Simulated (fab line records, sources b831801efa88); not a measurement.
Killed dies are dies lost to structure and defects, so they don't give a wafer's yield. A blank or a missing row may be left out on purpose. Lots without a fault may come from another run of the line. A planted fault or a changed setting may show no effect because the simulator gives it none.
Which tool did it? | flow gf180mcu | 24 lots, 72 wafers sampled, at 6 steps of a route of 602

WHAT THE GAUGES READ, wafer by wafer
GF_V2_RS_MEAS_24: measures by four-point-probe.
lot  | measured     | on            | V2_W_RS (ohm/sq)
L074 | day 20 07:41 | film_metro-02 | 0.324 0.324 0.324
L075 | day 20 14:58 | film_metro-02 | 0.317 0.338 0.317
L076 | day 21 03:21 | film_metro-02 | 0.329 0.328 0.327
L077 | day 21 13:25 | film_metro-01 | 0.329 0.323 0.323
L078 | day 21 22:09 | film_metro-01 | 0.326 0.327 0.329
L079 | day 22 07:53 | film_metro-01 | 0.325 0.325 0.327
L080 | day 22 16:46 | film_metro-04 | 0.325 0.327 0.327
L081 | day 22 21:46 | film_metro-01 | 0.330 0.331 0.333
L082 | day 23 09:46 | film_metro-04 | 0.316 0.314 0.315
L083 | day 23 13:01 | film_metro-01 | 0.326 0.324 0.325
L084 | day 24 02:38 | film_metro-04 | 0.327 0.329 0.327
L085 | day 24 04:20 | film_metro-01 | 0.331 0.319 0.317
L086 | day 25 01:34 | film_metro-01 | 0.331 0.317 0.328
L087 | day 25 03:07 | film_metro-01 | 0.327 0.329 0.328
L088 | day 25 07:46 | film_metro-01 | 0.329 0.326 0.325
L089 | day 25 22:29 | film_metro-04 | 0.325 0.329 0.329
L090 | day 26 00:53 | film_metro-02 | 0.323 0.322 0.324
L091 | day 26 08:00 | film_metro-02 | 0.323 0.324 0.329
L092 | day 26 17:44 | film_metro-04 | 0.331 0.317 0.329
L093 | day 27 04:50 | film_metro-01 | 0.332 0.322 0.323
L094 | day 27 06:33 | film_metro-01 | 0.321 0.339 0.321
L096 | day 27 20:10 | film_metro-02 | 0.331 0.322 0.320
L095 | day 27 22:58 | film_metro-04 | 0.322 0.324 0.337
L097 | day 27 23:23 | film_metro-04 | 0.328 0.337 0.341

GF_M3_RS_MEAS_05: measures by four-point-probe.
lot  | measured     | on            | M3_ALCU_RS (ohm/sq)
L074 | day 20 08:23 | film_metro-04 | 0.0702 0.0686 0.0688
L075 | day 20 15:40 | film_metro-02 | 0.0695 0.0695 0.0704
L076 | day 21 04:03 | film_metro-04 | 0.0706 0.0697 0.0704
L077 | day 21 14:07 | film_metro-04 | 0.0694 0.0706 0.0693
L078 | day 21 23:03 | film_metro-03 | 0.0688 0.0690 0.0686
L079 | day 22 08:51 | film_metro-04 | 0.0693 0.0708 0.0704
L080 | day 22 17:28 | film_metro-04 | 0.0704 0.0703 0.0701
L081 | day 22 22:28 | film_metro-02 | 0.0703 0.0704 0.0703
L082 | day 23 10:28 | film_metro-03 | 0.0705 0.0703 0.0697
L083 | day 23 13:43 | film_metro-04 | 0.0691 0.0691 0.0693
L084 | day 24 03:20 | film_metro-04 | 0.0687 0.0691 0.0690
L085 | day 24 05:02 | film_metro-02 | 0.0687 0.0688 0.0692
L086 | day 25 02:16 | film_metro-04 | 0.0685 0.0685 0.0684
L087 | day 25 03:49 | film_metro-04 | 0.0692 0.0701 0.0698
L088 | day 25 08:28 | film_metro-02 | 0.0692 0.0686 0.0700
L089 | day 25 23:11 | film_metro-03 | 0.0699 0.0689 0.0705
L090 | day 26 01:35 | film_metro-04 | 0.0700 0.0695 0.0693
L091 | day 26 08:42 | film_metro-03 | 0.0693 0.0700 0.0700
L092 | day 26 18:26 | film_metro-02 | 0.0704 0.0692 0.0703
L093 | day 27 05:32 | film_metro-03 | 0.0696 0.0693 0.0696
L094 | day 27 07:15 | film_metro-03 | 0.0708 0.0695 0.0706
L096 | day 27 20:52 | film_metro-02 | 0.0698 0.0696 0.0699
L095 | day 27 23:40 | film_metro-02 | 0.0698 0.0699 0.0706
L097 | day 28 00:05 | film_metro-02 | 0.0706 0.0693 0.0699

GF_M4_RS_MEAS_05: measures by four-point-probe.
lot  | measured     | on            | M4_ALCU_RS (ohm/sq)
L074 | day 22 10:51 | film_metro-04 | 0.0688 0.0696 0.0695
L075 | day 22 17:22 | film_metro-01 | 0.0690 0.0702 0.0686
L076 | day 23 05:53 | film_metro-03 | 0.0700 0.0697 0.0698
L077 | day 23 17:01 | film_metro-03 | 0.0700 0.0698 0.0684
L078 | day 24 00:02 | film_metro-04 | 0.0701 0.0700 0.0695
L079 | day 24 09:16 | film_metro-01 | 0.0688 0.0690 0.0687
L080 | day 24 17:35 | film_metro-01 | 0.0701 0.0701 0.0702
L081 | day 24 21:38 | film_metro-01 | 0.0693 0.0692 0.0693
L082 | day 25 10:26 | film_metro-01 | 0.0685 0.0692 0.0688
L083 | day 25 11:49 | film_metro-04 | 0.0683 0.0702 0.0684
L084 | day 26 00:56 | film_metro-03 | 0.0702 0.0685 0.0698
L085 | day 26 03:18 | film_metro-01 | 0.0689 0.0691 0.0693
L086 | day 26 22:31 | film_metro-03 | 0.0686 0.0692 0.0695
L087 | day 27 00:06 | film_metro-04 | 0.0685 0.0683 0.0690
L088 | day 27 04:52 | film_metro-03 | 0.0693 0.0695 0.0688
L089 | day 27 19:02 | film_metro-01 | 0.0701 0.0706 0.0703
L090 | day 27 21:40 | film_metro-04 | 0.0704 0.0702 0.0703
L091 | day 28 04:10 | film_metro-01 | 0.0685 0.0693 0.0689
L092 | day 28 13:26 | film_metro-03 | 0.0706 0.0694 0.0702
L093 | day 28 23:09 | film_metro-01 | 0.0692 0.0700 0.0698
L094 | day 29 01:28 | film_metro-03 | 0.0690 0.0698 0.0690
L096 | day 29 14:59 | film_metro-01 | 0.0696 0.0697 0.0694
L095 | day 29 16:43 | film_metro-04 | 0.0700 0.0697 0.0691
L097 | day 29 17:43 | film_metro-01 | 0.0690 0.0701 0.0694

WHICH TOOL RAN EACH LOT (tool, then ch and the chambers of the sampled wafers, then the start)
lot  | GF_V1_SPUTTER_21             | GF_M2_SPUTTER_04             | GF_V2_CMP_26
L074 | pvd_sputter-03, day 18 03:49 | pvd_sputter-04, day 18 04:48 | cmp-01 ch 2,3, day 20 07:55
L075 | pvd_sputter-01, day 18 10:38 | pvd_sputter-04, day 18 11:31 | cmp-01 ch 0,1,2, day 20 15:08
L076 | pvd_sputter-02, day 18 22:41 | pvd_sputter-03, day 18 23:34 | cmp-02 ch 1,2,3, day 21 03:32
L077 | pvd_sputter-03, day 19 09:28 | pvd_sputter-04, day 19 10:20 | cmp-02 ch 0,1, day 21 13:32
L078 | pvd_sputter-02, day 19 17:26 | pvd_sputter-04, day 19 18:19 | cmp-01 ch 0,2,3, day 21 22:32
L079 | pvd_sputter-02, day 20 04:54 | pvd_sputter-04, day 20 05:47 | cmp-02 ch 0,3, day 22 08:19
L080 | pvd_sputter-03, day 20 15:06 | pvd_sputter-01, day 20 15:58 | cmp-01 ch 0,3, day 22 16:57
L081 | pvd_sputter-02, day 20 19:31 | pvd_sputter-03, day 20 20:23 | cmp-02 ch 0,2,3, day 22 21:57
L082 | pvd_sputter-03, day 21 08:32 | pvd_sputter-03, day 21 09:25 | cmp-01 ch 0,2,3, day 23 10:03
L083 | pvd_sputter-03, day 21 11:28 | pvd_sputter-04, day 21 12:20 | cmp-01 ch 0,2,3, day 23 13:12
L084 | pvd_sputter-03, day 22 00:44 | pvd_sputter-03, day 22 01:37 | cmp-01 ch 0,1,3, day 24 02:53
L085 | pvd_sputter-03, day 22 04:01 | pvd_sputter-03, day 22 04:53 | cmp-02 ch 0,1,2, day 24 04:34
L086 | pvd_sputter-03, day 23 01:35 | pvd_sputter-04, day 23 02:28 | cmp-01 ch 0,2,3, day 25 01:50
L087 | pvd_sputter-03, day 23 03:31 | pvd_sputter-04, day 23 04:23 | cmp-01 ch 0,1,3, day 25 03:16
L088 | pvd_sputter-03, day 23 08:50 | pvd_sputter-04, day 23 09:50 | cmp-01 ch 1,2,3, day 25 08:00
L089 | pvd_sputter-02, day 24 00:23 | pvd_sputter-01, day 24 01:16 | cmp-01 ch 0,2,3, day 25 22:43
L090 | pvd_sputter-03, day 24 03:01 | pvd_sputter-03, day 24 03:53 | cmp-02 ch 0,3, day 26 01:03
L091 | pvd_sputter-02, day 24 09:13 | pvd_sputter-03, day 24 10:05 | cmp-02 ch 0,3, day 26 08:11
L092 | pvd_sputter-01, day 24 19:29 | pvd_sputter-04, day 24 20:22 | cmp-01 ch 2,3, day 26 17:53
L093 | pvd_sputter-02, day 25 07:35 | pvd_sputter-03, day 25 08:44 | cmp-01 ch 0,2, day 27 05:02
L094 | pvd_sputter-01, day 25 09:44 | pvd_sputter-03, day 25 10:42 | cmp-02 ch 0,1,2, day 27 06:44
L096 | pvd_sputter-03, day 26 00:59 | pvd_sputter-04, day 26 01:52 | cmp-01 ch 0,3, day 27 20:20
L095 | pvd_sputter-03, day 26 02:28 | pvd_sputter-03, day 26 03:20 | cmp-02 ch 0,1,2, day 27 23:14
L097 | pvd_sputter-02, day 26 02:41 | pvd_sputter-01, day 26 03:34 | cmp-02 ch 0,2,3, day 27 23:34
- GF_V1_SPUTTER_21: material Ti, target thk 15 nm, time 80.02 s.
- GF_M2_SPUTTER_04: material TiN, target thk 50 nm, time 41.7 s.
- GF_V2_CMP_26: polishes, stops on SiO2, t overpolish 15 s, target thk 0 nm.

WHAT THE TOOLS THEMSELVES READ (means of the sampled wafers that have a number; where no wafer has one, the mark that the record gives instead)
GF_V1_SPUTTER_21.
lot  | tool           | substrate_temp_c (C) | throttle_valve_pct (%)
L074 | pvd_sputter-03 | 200.22               | 29.1
L075 | pvd_sputter-01 | 200.09               | 30.1
L076 | pvd_sputter-02 | 199.94               | 29.8
L077 | pvd_sputter-03 | 200.15               | 28.6
L078 | pvd_sputter-02 | 199.89               | 29.3
L079 | pvd_sputter-02 | 199.87               | 29.4
L080 | pvd_sputter-03 | 200.00               | 30.1
L081 | pvd_sputter-02 | 200.14               | 30.0
L082 | pvd_sputter-03 | 200.08               | 29.2
L083 | pvd_sputter-03 | 200.21               | 30.4
L084 | pvd_sputter-03 | 199.99               | 29.1
L085 | pvd_sputter-03 | 200.06               | 29.3
L086 | pvd_sputter-03 | 199.97               | 29.1
L087 | pvd_sputter-03 | 200.03               | 30.1
L088 | pvd_sputter-03 | 199.95               | 29.3
L089 | pvd_sputter-02 | 199.92               | 29.2
L090 | pvd_sputter-03 | 199.97               | 28.4
L091 | pvd_sputter-02 | 200.25               | 29.1
L092 | pvd_sputter-01 | 199.86               | 30.0
L093 | pvd_sputter-02 | 200.06               | 30.5
L094 | pvd_sputter-01 | 200.07               | 30.4
L096 | pvd_sputter-03 | 199.99               | 28.2
L095 | pvd_sputter-03 | 200.14               | 30.1
L097 | pvd_sputter-02 | 200.07               | 29.7

GF_M2_SPUTTER_04.
lot  | tool           | throttle_valve_pct (%)
L074 | pvd_sputter-04 | 28.6
L075 | pvd_sputter-04 | 28.9
L076 | pvd_sputter-03 | 29.9
L077 | pvd_sputter-04 | 29.9
L078 | pvd_sputter-04 | 30.0
L079 | pvd_sputter-04 | 28.4
L080 | pvd_sputter-01 | 29.3
L081 | pvd_sputter-03 | 29.3
L082 | pvd_sputter-03 | 29.9
L083 | pvd_sputter-04 | 28.8
L084 | pvd_sputter-03 | 29.6
L085 | pvd_sputter-03 | 29.6
L086 | pvd_sputter-04 | 30.0
L087 | pvd_sputter-04 | 29.9
L088 | pvd_sputter-04 | 29.0
L089 | pvd_sputter-01 | 29.7
L090 | pvd_sputter-03 | 29.9
L091 | pvd_sputter-03 | 30.1
L092 | pvd_sputter-04 | 29.0
L093 | pvd_sputter-03 | 28.4
L094 | pvd_sputter-03 | 29.8
L096 | pvd_sputter-04 | 29.5
L095 | pvd_sputter-03 | 29.8
L097 | pvd_sputter-01 | 29.5

GF_V2_CMP_26.
lot  | tool   | motor_current_A (A) | overpolish_run_s (s) | platen_rpm (rpm) | time_to_endpoint_s (s)
L074 | cmp-01 | 12.4                | 14.994               | 60.04            | 88
L075 | cmp-01 | 11.0                | 15.008               | 59.98            | 86
L076 | cmp-02 | 10.7                | 15.002               | 60.01            | 84
L077 | cmp-02 | 10.2                | 14.998               | 60.00            | 82
L078 | cmp-01 | 11.7                | 15.008               | 59.98            | 87
L079 | cmp-02 | 9.8                 | 14.997               | 59.93            | 83
L080 | cmp-01 | 11.8                | 15.004               | 59.97            | 88
L081 | cmp-02 | 10.0                | 14.997               | 60.04            | 81
L082 | cmp-01 | 11.5                | 15.001               | 59.96            | 90
L083 | cmp-01 | 11.8                | 15.002               | 59.99            | 93
L084 | cmp-01 | 10.8                | 15.001               | 60.02            | 89
L085 | cmp-02 | 10.4                | 14.997               | 59.97            | 85
L086 | cmp-01 | 11.6                | 14.999               | 59.97            | 86
L087 | cmp-01 | 11.0                | 15.010               | 59.98            | 81
L088 | cmp-01 | 11.1                | 14.996               | 60.02            | 83
L089 | cmp-01 | 11.8                | 14.995               | 59.99            | 85
L090 | cmp-02 | 9.7                 | 14.995               | 60.05            | 84
L091 | cmp-02 | 10.3                | 14.996               | 60.03            | 84
L092 | cmp-01 | 12.0                | 14.997               | 60.01            | 80
L093 | cmp-01 | 11.2                | 15.002               | 60.01            | 84
L094 | cmp-02 | 10.8                | 14.996               | 60.03            | 81
L096 | cmp-01 | 11.1                | 14.998               | 60.02            | 85
L095 | cmp-02 | 10.8                | 14.999               | 59.97            | 84
L097 | cmp-02 | 10.3                | 15.004               | 59.97            | 80

THE ANSWER, worked out from the rows above alone
Rule: what is usual is taken from the lots themselves. Put in order of their means at a reading, lots are off if they are a third of the lots or fewer, leave a main group of 4 or more, and stand apart from it by a gap of 3 or more times the standard deviation of the main group's means; of several such gaps the widest counts. A main group whose means are all the same, to the digits that the tables above print for the reading, isn't used. A lot without any number at a reading at which 4 lots or more have one is off too. The other lots that the step has rows for count as sound. The gauges are gone through in route order, then the tools' own readings, and for those a lot's mean is taken as printed above. The first step at which some lot is off is used, and at that step the reading that is off furthest; a lot without a number counts as furthest.
No lot is off at any reading shown: from this, nothing can be told.

WHAT THE SIMULATOR HAD PUT IN
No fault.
